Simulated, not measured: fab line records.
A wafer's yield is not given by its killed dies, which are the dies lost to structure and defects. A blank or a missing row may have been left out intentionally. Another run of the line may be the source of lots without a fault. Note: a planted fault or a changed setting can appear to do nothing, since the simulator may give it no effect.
The same fault as seen by 2 desks ; flow sky130 ; each desk has only its own numbers; what lay behind them comes last

== METROLOGY DESK ==
Lot by lot, what the gauges showed, no matter which tool ran the lot: averages of those sampled wafers that carry a number. If a lot's mean is further than 4 standard deviations from the usual mean, the lot is out of limits and carries the mark OUT (the distance appears in the brackets).
Columns: A = SONOS_TUNNEL_OVL at SKY_SONOS_TUNNEL_OVL_MEAS_08, usual -1.0 nm; B = SONOS_TUNNEL_TW at SKY_SONOS_TUNNEL_TW_MEAS_12, usual 197.5; C = cd-nm at SKY_POLY_GATE_CD_MEAS_13, usual 150.0 nm
lot;first seen here;A;B;C
L805;day 12 05:49;-0.4;198.4;150.7
L806;day 12 18:12;-0.7;198.5;148.4
L809;day 13 11:40;-2.1;195.2;149.1
L810;day 13 23:40;-1.1;194.6;153.5
L811;day 14 00:35;-0.2;194.5;149.2
L812;day 14 11:46;-3.0;195.3;150.7
L816;day 15 22:13;0.1;197.3;149.0
L817;day 16 08:44;-2.3;199.2;149.0
L821;day 17 14:06;-0.6;199.5;148.3
L822;day 17 23:19;-1.4;198.0;149.3
L823;day 18 08:37;-2.0;195.1;150.2
L825;day 18 14:54;0.6;199.1;149.6
This desk found nothing out of limits on any of the 12 lots.

== AT THE TOOL OWNER'S DESK: rie-si-01 ==
The tool's own readings at SKY_POLY_GATE_ETCH_17 (etches poly-Si in HBr/Cl2, stops on SiO2, target depth 180 nm, time 70.5 s): means of the sampled wafers that have a number, for each lot that ran on this tool. If a lot's mean is further than 4 standard deviations from the usual mean, the lot is out of limits and carries the mark OUT (the distance appears in the brackets).
Columns: A = chamber-pressure-mTorr at SKY_POLY_GATE_ETCH_17, usual 10.002 mTorr; B = drypump-motor-current-A at SKY_POLY_GATE_ETCH_17, usual 5.8 A; C = mfc-cl2-sccm at SKY_POLY_GATE_ETCH_17, usual 50.02 sccm; D = oes-product-au at SKY_POLY_GATE_ETCH_17, usual 0.990 a.u.; E = run-length-s at SKY_POLY_GATE_ETCH_17, usual 98.8 s; F = throttle-valve-pct at SKY_POLY_GATE_ETCH_17, usual 33.684 %
lot;first seen here;A;B;C;D;E;F
L809;day 18 22:09;9.999;5.6;50.11;0.989;98.6;33.688
L810;day 19 08:57;10.003;6.1;49.91;0.990;98.6;33.682
L812;day 19 21:13;10.000;6.0;50.13;0.986;98.7;33.687
L817;day 21 22:30;9.994;6.1;50.10;0.991;98.7;33.680
L821;day 23 08:27;10.001;5.8;50.10;0.995;98.6;33.684
L823;day 24 02:06;10.006;5.8;49.95;0.937 (-6.8) OUT;105.6 (+14) OUT;33.694
L825;day 24 11:17;10.003;5.3;49.95;0.942 (-6.2) OUT;105.7 (+14) OUT;33.681
This desk finds L823, L825 out of limits, L823 being first, at day 24 02:06 (oes-product-au at SKY_POLY_GATE_ETCH_17). L809, L810, L812, L817, L821 stayed within limits.

== TAKEN TOGETHER ==
The tool owner's desk could have raised an alarm at day 24 02:06, on L823, L825.
The metrology desk saw nothing out of limits.
The metrology desk holds a record of L823, L825, inside its limits.
The lots listed all ran SKY_POLY_GATE_ETCH_17 on rie-si-01.

== WHAT THE SIMULATOR HAD PUT IN ==
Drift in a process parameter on rie-si-01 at SKY_POLY_GATE_ETCH_17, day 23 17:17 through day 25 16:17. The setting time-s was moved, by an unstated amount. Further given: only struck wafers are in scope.
Shown lots that were struck: L823, L825.
Each desk's first reading out of limits, in hours after the fault started: the tool owner's desk, 9.
